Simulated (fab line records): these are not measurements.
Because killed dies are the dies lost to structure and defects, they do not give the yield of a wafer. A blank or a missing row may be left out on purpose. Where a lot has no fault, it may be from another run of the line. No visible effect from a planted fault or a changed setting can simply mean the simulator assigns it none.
fab line records	flow sky130
record lots=24	wafers=72	last_day=50
route steps=708 shown NWELL@34 POLY_GATE@218 CONTACT@429 METAL1@454 CAPM@538 PAD_OPEN@702
lots that met no fault: from a run of the same line without faults
start_h: hours from the record's opening day to when the first of the lot's shown wafers began	wait_h: hours elapsed since this lot's preceding step	" identical to the entry in the row above	L1.1+2: several wafers, shown together as one row	- no value, or no start was given	* or withheld: withheld	< > ~ a bound
route shown NAME@n: a module of which the file shows steps, and the number in the route of the first	usual: average and standard deviation across the fault-free wafers	same: alike in all rows	chamber/n: place in a boat	sites: per-site readings	_std_site: how widely they spread, as a standard deviation	_edge_site: inner sites' mean taken away from outer sites' mean	radius_mm: how far each site lies from the wafer's centre	mask NAME#n: copy n	behind: the most recent tool/chamber to have shaped the wafer	hold: cause of the lot's hold/its duration in hours/its outcome	device: transistor that didn't switch, given as n, p or np	end of line: at the end of the route, the tests of the same wafers	a step without rows: its recipe alone	killed: dies lost to structure and defects at the first sort, not the wafer's yield	map: per-die view of a wafer (x killed, . not killed, _ where there is no die)
set.NAME: setting as actually run; set.NAME@STEP: the setting as run at that earlier step	model.NAME: the simulator's own value behind a step, which no gauge read
the route's steps for a sample of lots (tables are steps, rows are wafers)
services: the hour from which a tool's chamber was out of use, counted from the record's first day as start_h (under 0 if before that day), plus the number of hours and why
## steps
# step SKY_NWELL_THK_MEAS_02
# recipe reads=SiO2_of_NWELL_OXIDATION_01
# usual NWELL_OXIDATION_THK=9.98/0.2
lot.wafer	tool	chamber	start_h	wait_h	NWELL_OXIDATION_THK[nm]
L074.1	film_metro-03	-	47.35	0.0	10.28
L074.4	"	-	"	"	10.29
L074.6	"	-	"	"	10.35
L075.2	film_metro-04	-	47.36	0.0	10.36
L075.4	"	-	"	"	10.22
L075.5	"	-	"	"	10.35
L076.2	film_metro-04	-	54.28	0.0	9.97
L076.3	"	-	"	"	9.94
L076.6	"	-	"	"	9.83
L077.2	film_metro-03	-	54.28	0.0	10.14
L077.3	"	-	"	"	10.16
L077.5	"	-	"	"	10.14
L078.2	film_metro-01	-	58.52	0.0	10.06
L078.4	"	-	"	"	10.13
L078.5	"	-	"	"	10.13
L079.1	film_metro-03	-	63.51	0.0	10.02
L079.2	"	-	"	"	10.17
L079.6	"	-	"	"	10.12
L081.1	film_metro-04	-	72.63	0.0	9.95
L081.2	"	-	"	"	9.83
L081.3	"	-	"	"	9.92
L080.2	film_metro-03	-	74.72	0.0	10.14
L080.3	"	-	"	"	10.46
L080.5	"	-	"	"	10.07
L082.1	film_metro-04	-	79.20	0.0	9.80
L082.3	"	-	"	"	9.86
L082.6	"	-	"	"	9.87
L083.1	film_metro-01	-	84.57	0.0	10.17
L083.2	"	-	"	"	10.09
L083.4	"	-	"	"	10.04
L084.1	film_metro-03	-	90.51	0.0	9.88
L084.2	"	-	"	"	9.67
L084.4	"	-	"	"	9.62
L085.2	film_metro-04	-	95.77	0.0	10.19
L085.4	"	-	"	"	10.27
L085.6	"	-	"	"	10.16
L086.2	film_metro-03	-	100.33	0.0	9.79
L086.5	"	-	"	"	9.86
L086.6	"	-	"	"	9.98
L087.3	film_metro-01	-	104.57	0.0	9.97
L087.4	"	-	"	"	10.04
L087.5	"	-	"	"	9.92
L088.1	film_metro-01	-	109.33	0.0	9.88
L088.2	"	-	"	"	9.69
L088.4	"	-	"	"	9.77
L089.1	film_metro-03	-	115.47	0.0	9.80
L089.3	"	-	"	"	9.82
L089.5	"	-	"	"	9.75
L090.2	film_metro-03	-	120.34	0.0	10.07
L090.3	"	-	"	"	9.94
L090.5	"	-	"	"	10.00
L091.3	film_metro-04	-	124.93	0.0	10.37
L091.4	"	-	"	"	9.96
L091.6	"	-	"	"	9.99
L092.1	film_metro-03	-	128.71	0.0	9.85
L092.2	"	-	"	"	9.83
L092.3	"	-	"	"	9.72
L093.4	film_metro-01	-	135.39	0.0	9.79
L093.5	"	-	"	"	9.82
L093.6	"	-	"	"	9.88
L094.2	film_metro-04	-	140.48	0.0	9.69
L094.3	"	-	"	"	9.83
L094.6	"	-	"	"	9.69
L095.1	film_metro-04	-	149.23	0.0	9.68
L095.5	"	-	"	"	9.89
L095.6	"	-	"	"	9.61
L096.2	film_metro-04	-	153.29	0.0	9.90
L096.4	"	-	"	"	9.98
L096.6	"	-	"	"	9.94
L097.3	film_metro-04	-	159.07	0.0	10.21
L097.5	"	-	"	"	10.50
L097.6	"	-	"	"	10.38
# step SKY_POLY_GATE_THK_MEAS_04
# recipe reads=Si3N4_of_POLY_GATE_CVD_03
# usual POLY_GATE_CVD_03_THK=74.7/0.67
lot.wafer	tool	chamber	start_h	wait_h	POLY_GATE_CVD_03_THK[nm]
L074.1	film_metro-01	-	358.48	0.0	73.3
L074.4	"	-	"	"	74.9
L074.6	"	-	"	"	74.2
L075.2	film_metro-02	-	360.90	0.0	74.9
L075.4	"	-	"	"	75.0
L075.5	"	-	"	"	74.6
L077.2	film_metro-02	-	378.15	0.0	74.9
L077.3	"	-	"	"	75.4
L077.5	"	-	"	"	75.6
L076.2	film_metro-01	-	380.19	0.0	74.1
L076.3	"	-	"	"	74.5
L076.6	"	-	"	"	74.8
L078.2	film_metro-03	-	389.76	0.0	75.3
L078.4	"	-	"	"	75.4
L078.5	"	-	"	"	74.8
L079.1	film_metro-02	-	389.76	0.0	74.6
L079.2	"	-	"	"	74.8
L079.6	"	-	"	"	74.8
L081.1	film_metro-03	-	400.78	0.0	73.9
L081.2	"	-	"	"	74.1
L081.3	"	-	"	"	74.1
L080.2	film_metro-01	-	406.31	0.0	74.8
L080.3	"	-	"	"	75.1
L080.5	"	-	"	"	74.8
L082.1	film_metro-03	-	413.82	0.0	74.7
L082.3	"	-	"	"	75.0
L082.6	"	-	"	"	75.1
L083.1	film_metro-01	-	428.27	0.0	74.8
L083.2	"	-	"	"	74.9
L083.4	"	-	"	"	75.5
L084.1	film_metro-03	-	433.84	0.0	75.6
L084.2	"	-	"	"	75.9
L084.4	"	-	"	"	75.6
L085.2	film_metro-02	-	443.07	0.0	74.6
L085.4	"	-	"	"	73.6
L085.6	"	-	"	"	74.0
L086.2	film_metro-02	-	449.34	0.0	75.3
L086.5	"	-	"	"	74.5
L086.6	"	-	"	"	74.7
L087.3	film_metro-03	-	460.80	0.0	75.2
L087.4	"	-	"	"	75.8
L087.5	"	-	"	"	75.5
L088.1	film_metro-02	-	464.33	0.0	75.0
L088.2	"	-	"	"	75.4
L088.4	"	-	"	"	75.1
L089.1	film_metro-03	-	474.79	0.0	75.1
L089.3	"	-	"	"	75.3
L089.5	"	-	"	"	75.8
L091.3	film_metro-03	-	487.62	0.0	74.3
L091.4	"	-	"	"	74.4
L091.6	"	-	"	"	74.1
L090.2	film_metro-02	-	488.96	0.0	73.9
L090.3	"	-	"	"	74.6
L090.5	"	-	"	"	73.9
L092.1	film_metro-02	-	496.99	0.0	74.4
L092.2	"	-	"	"	73.7
L092.3	"	-	"	"	74.7
L093.4	film_metro-02	-	510.61	0.0	75.0
L093.5	"	-	"	"	75.4
L093.6	"	-	"	"	75.3
L094.2	film_metro-01	-	512.14	0.0	73.7
L094.3	"	-	"	"	73.3
L094.6	"	-	"	"	73.4
L095.1	film_metro-03	-	527.15	0.0	73.6
L095.5	"	-	"	"	74.8
L095.6	"	-	"	"	74.9
L096.2	film_metro-01	-	534.86	0.0	74.2
L096.4	"	-	"	"	74.3
L096.6	"	-	"	"	73.9
L097.3	film_metro-01	-	540.57	0.0	74.4
L097.5	"	-	"	"	73.6
L097.6	"	-	"	"	73.9
# step SKY_CONTACT_SPUTTER_23
# recipe material=TiN	target_thk_nm=20	chamber_pressure_pa=5	power_w=4000	time_s=80
# usual throttle_valve_pct=30.2/1.2
lot.wafer	tool	chamber	start_h	wait_h	throttle_valve_pct
L074.1	pvd_sputter-02	-	749.88	0.0	30.1
L074.4	"	-	"	"	29.2
L074.6	"	-	"	"	29.8
L075.2	pvd_sputter-04	-	752.41	0.0	30.2
L075.4	"	-	"	"	30.1
L075.5	"	-	"	"	32.8
L077.2	pvd_sputter-04	-	772.22	0.0	30.3
L077.3	"	-	"	"	30.3
L077.5	"	-	"	"	30.0
L076.2	pvd_sputter-04	-	773.94	0.0	30.2
L076.3	"	-	"	"	32.8
L076.6	"	-	"	"	31.0
L078.2	pvd_sputter-02	-	780.61	0.0	30.9
L078.4	"	-	"	"	29.8
L078.5	"	-	"	"	31.1
L079.1	pvd_sputter-04	-	781.77	0.0	30.2
L079.2	"	-	"	"	30.3
L079.6	"	-	"	"	30.2
L081.1	pvd_sputter-02	-	792.16	0.0	30.3
L081.2	"	-	"	"	29.9
L081.3	"	-	"	"	30.9
L080.2	pvd_sputter-01	-	794.96	0.0	28.7
L080.3	"	-	"	"	30.6
L080.5	"	-	"	"	30.7
L082.1	pvd_sputter-04	-	803.75	0.0	30.1
L082.3	"	-	"	"	32.7
L082.6	"	-	"	"	32.9
L083.1	pvd_sputter-01	-	813.29	0.0	30.7
L083.2	"	-	"	"	28.8
L083.4	"	-	"	"	29.9
L084.1	pvd_sputter-04	-	822.49	0.0	29.9
L084.2	"	-	"	"	29.9
L084.4	"	-	"	"	33.0
L085.2	pvd_sputter-04	-	827.47	0.0	30.8
L085.4	"	-	"	"	32.6
L085.6	"	-	"	"	30.2
L086.2	pvd_sputter-01	-	833.32	0.0	28.4
L086.5	"	-	"	"	28.8
L086.6	"	-	"	"	29.0
L087.3	pvd_sputter-04	-	842.48	0.0	33.0
L087.4	"	-	"	"	30.3
L087.5	"	-	"	"	30.0
L088.1	pvd_sputter-01	-	848.22	0.0	30.1
L088.2	"	-	"	"	28.9
L088.4	"	-	"	"	30.3
L089.1	pvd_sputter-01	-	855.22	0.0	30.4
L089.3	"	-	"	"	29.6
L089.5	"	-	"	"	29.0
L091.3	pvd_sputter-02	-	865.95	0.0	30.2
L091.4	"	-	"	"	30.9
L091.6	"	-	"	"	31.3
L090.2	pvd_sputter-01	-	866.12	0.0	30.7
L090.3	"	-	"	"	29.0
L090.5	"	-	"	"	29.1
L092.1	pvd_sputter-01	-	873.94	0.0	30.7
L092.2	"	-	"	"	29.0
L092.3	"	-	"	"	29.6
L093.4	pvd_sputter-01	-	884.54	0.0	28.8
L093.5	"	-	"	"	28.8
L093.6	"	-	"	"	29.9
L094.2	pvd_sputter-01	-	886.11	0.0	30.7
L094.3	"	-	"	"	29.1
L094.6	"	-	"	"	30.5
L095.1	pvd_sputter-01	-	898.85	0.0	28.7
L095.5	"	-	"	"	29.7
L095.6	"	-	"	"	30.3
L096.2	pvd_sputter-04	-	906.64	0.0	31.0
L096.4	"	-	"	"	30.0
L096.6	"	-	"	"	30.1
L097.3	pvd_sputter-04	-	912.15	0.0	31.0
L097.5	"	-	"	"	32.8
L097.6	"	-	"	"	31.0
# step SKY_METAL1_STRIP_20
# recipe chemistry=O2/N2	power_w=1400	pressure_mtorr=1500	platen_temp_c=withheld	o2_flow_sccm=3000	n2_flow_sccm=300	overash_fraction=0.5
# usual drypump_motor_current_A=5.4/0.4	oes_product_au=0.344/0.0047	strip_time_to_endpoint_s=2.72/0.048
lot.wafer	tool	chamber	start_h	wait_h	drypump_motor_current_A	oes_product_au	rf_hours_counter_h	strip_time_to_endpoint_s
L074.1	plasma_asher-01	0	778.08	0.1	5.4	0.359	3	2.80
L074.4	"	0	"	"	5.4	0.341	-	2.76
L074.6	"	0	"	"	5.4	0.347	-	2.75
L075.2	plasma_asher-01	0	780.73	0.1	5.4	0.344	3	2.64
L075.4	"	0	"	"	5.4	0.344	-	2.72
L075.5	"	0	"	"	5.4	0.335	-	2.66
L077.2	plasma_asher-04	0	800.42	0.1	5.5	0.342	69	2.72
L077.3	"	1	"	"	4.9	0.344	-	2.74
L077.5	"	0	"	"	5.5	0.348	-	2.75
L076.2	plasma_asher-04	0	802.08	0.1	5.5	0.353	69	2.72
L076.3	"	0	"	"	5.5	0.353	-	2.69
L076.6	"	0	"	"	5.5	0.342	-	2.69
L078.2	plasma_asher-04	1	807.53	0.1	4.9	0.337	70	2.67
L078.4	"	0	"	"	5.5	0.347	-	2.71
L078.5	"	0	"	"	5.5	0.346	-	2.67
L079.1	plasma_asher-04	0	808.48	0.1	5.5	0.337	70	2.67
L079.2	"	1	"	"	4.9	0.340	70	2.73
L079.6	"	1	"	"	4.9	0.344	-	2.71
L081.1	plasma_asher-04	0	820.32	0.1	5.5	0.347	71	2.68
L081.2	"	1	"	"	4.9	0.336	71	2.65
L081.3	"	0	"	"	5.5	0.339	-	2.64
L080.2	plasma_asher-04	0	822.07	0.1	5.5	0.345	72	2.71
L080.3	"	0	"	"	5.5	0.338	-	2.64
L080.5	"	1	"	"	4.9	0.334	-	2.65
L082.1	plasma_asher-04	0	831.42	0.1	5.5	0.343	73	2.68
L082.3	"	0	"	"	5.5	0.331	-	2.64
L082.6	"	0	"	"	5.5	0.349	-	2.61
L083.1	plasma_asher-03	0	840.66	0.1	5.3	0.342	102	2.73
L083.2	"	1	"	"	6.2	0.343	102	2.74
L083.4	"	1	"	"	6.2	0.344	-	2.71
L084.1	plasma_asher-04	1	849.53	0.1	4.9	0.348	74	2.74
L084.2	"	0	"	"	5.5	0.344	74	2.81
L084.4	"	0	"	"	5.5	0.345	-	2.80
L085.2	plasma_asher-04	1	854.93	0.1	4.9	0.350	75	2.76
L085.4	"	0	"	"	5.5	0.341	-	2.77
L085.6	"	1	"	"	4.9	0.347	-	2.73
L086.2	plasma_asher-01	0	860.88	0.1	5.4	0.337	9	2.67
L086.5	"	1	"	"	5.3	0.340	-	2.63
L086.6	"	0	"	"	5.4	0.348	-	2.70
L087.3	plasma_asher-01	0	869.24	0.1	5.4	0.343	-	2.72
L087.4	"	1	"	"	5.3	0.329	-	2.73
L087.5	"	0	"	"	5.4	0.342	-	2.71
L088.1	plasma_asher-01	0	875.08	0.1	5.4	0.344	11	2.75
L088.2	"	1	"	"	5.3	0.349	11	2.78
L088.4	"	1	"	"	5.3	0.347	-	2.72
L089.1	plasma_asher-03	1	881.73	0.1	6.2	0.336	106	2.67
L089.3	"	0	"	"	5.2	0.343	-	2.71
L089.5	"	1	"	"	6.2	0.343	-	2.69
L091.3	plasma_asher-03	0	892.87	0.1	5.2	0.354	-	2.75
L091.4	"	1	"	"	6.2	0.346	-	2.73
L091.6	"	1	"	"	6.2	0.343	-	2.76
L090.2	plasma_asher-04	0	893.07	0.1	5.5	0.344	79	2.83
L090.3	"	1	"	"	4.9	0.342	-	2.78
L090.5	"	1	"	"	4.9	0.348	-	2.80
L092.1	plasma_asher-03	0	901.38	0.1	5.3	0.345	108	2.66
L092.2	"	1	"	"	6.2	0.349	108	2.71
L092.3	"	0	"	"	5.3	0.341	-	2.69
L093.4	plasma_asher-03	0	911.27	0.1	5.3	0.343	-	2.79
L093.5	"	1	"	"	6.2	0.347	-	2.81
L093.6	"	0	"	"	5.3	0.355	-	2.79
L094.2	plasma_asher-03	0	912.52	0.1	5.2	0.346	109	2.71
L094.3	"	1	"	"	6.2	0.341	-	2.71
L094.6	"	1	"	"	6.2	0.345	-	2.69
L095.1	plasma_asher-01	1	925.02	0.1	5.3	0.348	15	2.77
L095.5	"	0	"	"	5.4	0.348	-	2.74
L095.6	"	1	"	"	5.3	0.344	-	2.81
L096.2	plasma_asher-04	0	932.88	0.1	5.5	0.343	83	2.77
L096.4	"	1	"	"	4.9	0.345	-	2.75
L096.6	"	0	"	"	5.5	0.341	-	2.72
L097.3	plasma_asher-03	0	937.82	0.1	5.3	0.344	-	2.73
L097.5	"	1	"	"	6.2	0.342	-	2.77
L097.6	"	0	"	"	5.2	0.345	-	2.72
# step SKY_CAPM_THK_MEAS_01
# recipe reads=SiO2_of_CAPM_CVD_00
# usual CAPM_CVD_00_THK=15.45/0.21
lot.wafer	tool	chamber	start_h	wait_h	CAPM_CVD_00_THK[nm]
L074.1	film_metro-04	-	862.47	-	15.71
L074.4	"	-	"	"	15.76
L074.6	"	-	"	"	15.90
L075.2	film_metro-03	-	864.74	-	15.13
L075.4	"	-	"	"	15.53
L075.5	"	-	"	"	15.56
L077.2	film_metro-01	-	886.30	-	15.16
L077.3	"	-	"	"	15.19
L077.5	"	-	"	"	15.47
L076.2	film_metro-04	-	887.70	-	15.43
L076.3	"	-	"	"	15.23
L076.6	"	-	"	"	15.74
L078.2	film_metro-04	-	891.72	-	15.19
L078.4	"	-	"	"	15.45
L078.5	"	-	"	"	15.17
L079.1	film_metro-04	-	892.38	-	15.13
L079.2	"	-	"	"	15.43
L079.6	"	-	"	"	15.58
L081.1	film_metro-01	-	904.32	-	15.42
L081.2	"	-	"	"	15.27
L081.3	"	-	"	"	15.30
L080.2	film_metro-03	-	906.52	-	15.12
L080.3	"	-	"	"	15.28
L080.5	"	-	"	"	15.51
L082.1	film_metro-01	-	915.16	-	15.31
L082.3	"	-	"	"	15.47
L082.6	"	-	"	"	15.79
L083.1	film_metro-01	-	923.09	-	15.13
L083.2	"	-	"	"	15.35
L083.4	"	-	"	"	15.46
L084.1	film_metro-04	-	932.79	-	15.32
L084.2	"	-	"	"	15.66
L084.4	"	-	"	"	15.55
L085.2	film_metro-04	-	937.24	-	15.22
L085.4	"	-	"	"	15.18
L085.6	"	-	"	"	15.73
L086.2	film_metro-04	-	942.62	-	15.25
L086.5	"	-	"	"	15.30
L086.6	"	-	"	"	15.43
L087.3	film_metro-04	-	949.46	-	15.37
L087.4	"	-	"	"	15.66
L087.5	"	-	"	"	15.70
L088.1	film_metro-04	-	955.99	-	15.23
L088.2	"	-	"	"	15.00
L088.4	"	-	"	"	15.52
L089.1	film_metro-01	-	962.12	-	15.26
L089.3	"	-	"	"	15.22
L089.5	"	-	"	"	15.59
L091.3	film_metro-03	-	972.41	-	15.40
L091.4	"	-	"	"	15.58
L091.6	"	-	"	"	15.53
L090.2	film_metro-04	-	973.28	-	15.37
L090.3	"	-	"	"	15.51
L090.5	"	-	"	"	15.42
L092.1	film_metro-01	-	981.27	-	15.49
L092.2	"	-	"	"	15.48
L092.3	"	-	"	"	15.50
L093.4	film_metro-01	-	989.59	-	15.46
L093.5	"	-	"	"	15.67
L093.6	"	-	"	"	15.71
L094.2	film_metro-04	-	991.33	-	15.38
L094.3	"	-	"	"	15.45
L094.6	"	-	"	"	15.79
L095.1	film_metro-04	-	1001.98	-	15.02
L095.5	"	-	"	"	15.67
L095.6	"	-	"	"	15.77
L096.2	film_metro-03	-	1010.60	-	15.30
L096.4	"	-	"	"	15.51
L096.6	"	-	"	"	15.49
L097.3	film_metro-04	-	1014.80	-	15.60
L097.5	"	-	"	"	15.86
L097.6	"	-	"	"	15.87
# step SKY_PAD_OPEN_STRIP_08
# recipe chemistry=O2/N2	power_w=1400	pressure_mtorr=1500	platen_temp_c=withheld	overash_fraction=0.7	o2_flow_sccm=3000	n2_flow_sccm=300
# usual drypump_motor_current_A=5.4/0.41	oes_product_au=0.663/0.0039
lot.wafer	tool	chamber	start_h	wait_h	drypump_motor_current_A	oes_product_au	rf_hours_counter_h
L074.1	plasma_asher-03	0	1082.10	0.1	5.3	0.671	2
L074.4	"	0	"	"	5.3	0.656	-
L074.6	"	1	"	"	6.2	0.663	-
L075.2	plasma_asher-03	0	1086.95	0.1	5.2	0.654	2
L075.4	"	1	"	"	6.2	0.663	-
L075.5	"	0	"	"	5.2	0.658	-
L077.2	plasma_asher-03	1	1102.83	0.1	6.2	0.662	4
L077.3	"	0	"	"	5.3	0.663	-
L077.5	"	1	"	"	6.2	0.664	-
L076.2	plasma_asher-04	0	1104.50	0.1	5.5	0.659	100
L076.3	"	1	"	"	4.9	0.666	-
L076.6	"	1	"	"	4.9	0.662	-
L078.2	plasma_asher-04	0	1106.73	0.1	5.5	0.665	100
L078.4	"	0	"	"	5.5	0.664	-
L078.5	"	1	"	"	4.9	0.664	-
L079.1	plasma_asher-04	0	1107.90	0.1	5.5	0.672	100
L079.2	"	1	"	"	4.9	0.666	100
L079.6	"	1	"	"	4.9	0.664	-
L081.1	plasma_asher-04	1	1116.70	0.1	4.9	0.659	101
L081.2	"	0	"	"	5.5	0.660	101
L081.3	"	1	"	"	4.9	0.658	-
L080.2	plasma_asher-04	0	1118.63	0.1	5.5	0.665	101
L080.3	"	1	"	"	4.9	0.656	-
L080.5	"	1	"	"	4.9	0.654	-
L082.1	plasma_asher-01	0	1124.95	0.1	5.4	0.659	36
L082.3	"	0	"	"	5.4	0.653	-
L082.6	"	0	"	"	5.4	0.660	-
L083.1	plasma_asher-04	1	1132.80	0.1	4.9	0.664	103
L083.2	"	0	"	"	5.5	0.668	103
L083.4	"	0	"	"	5.5	0.664	-
L084.1	plasma_asher-01	0	1139.75	0.1	5.4	0.665	37
L084.2	"	1	"	"	5.3	0.660	37
L084.4	"	0	"	"	5.4	0.668	-
L085.2	plasma_asher-01	0	1143.00	0.1	5.4	0.666	38
L085.4	"	0	"	"	5.4	0.659	-
L085.6	"	0	"	"	5.4	0.662	-
L086.2	plasma_asher-03	1	1148.23	0.1	6.2	0.664	8
L086.5	"	1	"	"	6.2	0.661	-
L086.6	"	0	"	"	5.3	0.660	-
L087.3	plasma_asher-01	1	1152.42	0.1	5.3	0.658	-
L087.4	"	0	"	"	5.4	0.669	-
L087.5	"	1	"	"	5.3	0.658	-
L088.1	plasma_asher-03	0	1155.25	0.1	5.2	0.666	8
L088.2	"	1	"	"	6.2	0.663	8
L088.4	"	1	"	"	6.2	0.669	-
L089.1	plasma_asher-03	0	1162.20	0.1	5.3	0.661	9
L089.3	"	1	"	"	6.2	0.662	-
L089.5	"	0	"	"	5.2	0.657	-
L091.3	plasma_asher-01	1	1168.68	0.1	5.3	0.661	-
L091.4	"	0	"	"	5.4	0.659	-
L091.6	"	1	"	"	5.3	0.669	-
L090.2	plasma_asher-01	0	1170.73	0.1	5.4	0.669	41
L090.3	"	0	"	"	5.4	0.656	-
L090.5	"	0	"	"	5.4	0.662	-
L092.1	plasma_asher-04	1	1175.10	0.1	4.9	0.661	107
L092.2	"	0	"	"	5.5	0.668	107
L092.3	"	1	"	"	4.9	0.664	-
L093.4	plasma_asher-03	1	1180.13	0.1	6.2	0.665	-
L093.5	"	0	"	"	5.3	0.663	-
L093.6	"	1	"	"	6.2	0.659	-
L094.2	plasma_asher-01	0	1182.85	0.1	5.4	0.664	42
L094.3	"	0	"	"	5.5	0.669	-
L094.6	"	1	"	"	5.3	0.661	-
L095.1	plasma_asher-03	0	1189.15	0.1	5.2	0.663	12
L095.5	"	0	"	"	5.3	0.663	-
L095.6	"	1	"	"	6.2	0.665	-
L096.2	plasma_asher-04	0	1195.18	0.1	5.5	0.663	108
L096.4	"	1	"	"	4.9	0.664	-
L096.6	"	1	"	"	4.9	0.662	-
L097.3	plasma_asher-03	0	1198.33	0.1	5.3	0.668	-
L097.5	"	1	"	"	6.2	0.659	-
L097.6	"	0	"	"	5.3	0.666	-
## services
tool	chamber	start_h	hours	kind
plasma_asher-01	-	733.81	9.0	pm
plasma_asher-01	0	733.81	9.0	vent_cycle
plasma_asher-01	-	742.81	2.8	pm
plasma_asher-01	-	796.20	19.4	repair
pvd_sputter-04	-	832.54	2.5	repair
pvd_sputter-04	-	882.32	14.1	repair
pvd_sputter-02	-	890.41	2.5	repair
plasma_asher-01	-	899.61	5.7	repair
pvd_sputter-01	-	944.64	1.7	repair
plasma_asher-04	-	952.03	2.8	pm
plasma_asher-04	-	957.08	2.3	repair
plasma_asher-04	-	979.60	3.0	repair
pvd_sputter-04	-	1009.03	2.0	repair
plasma_asher-03	-	1055.25	9.0	pm
plasma_asher-03	0	1055.25	9.0	vent_cycle
plasma_asher-03	1	1055.25	9.0	vent_cycle
plasma_asher-03	0	1064.25	-	clean
plasma_asher-03	1	1064.25	-	clean
pvd_sputter-02	-	1101.41	7.9	repair
plasma_asher-03	-	1106.47	2.8	pm
plasma_asher-03	-	1125.56	3.2	repair
pvd_sputter-02	-	1125.86	6.7	repair
plasma_asher-04	-	1144.52	2.8	repair
plasma_asher-03	-	1194.36	2.0	repair
## key
fault none
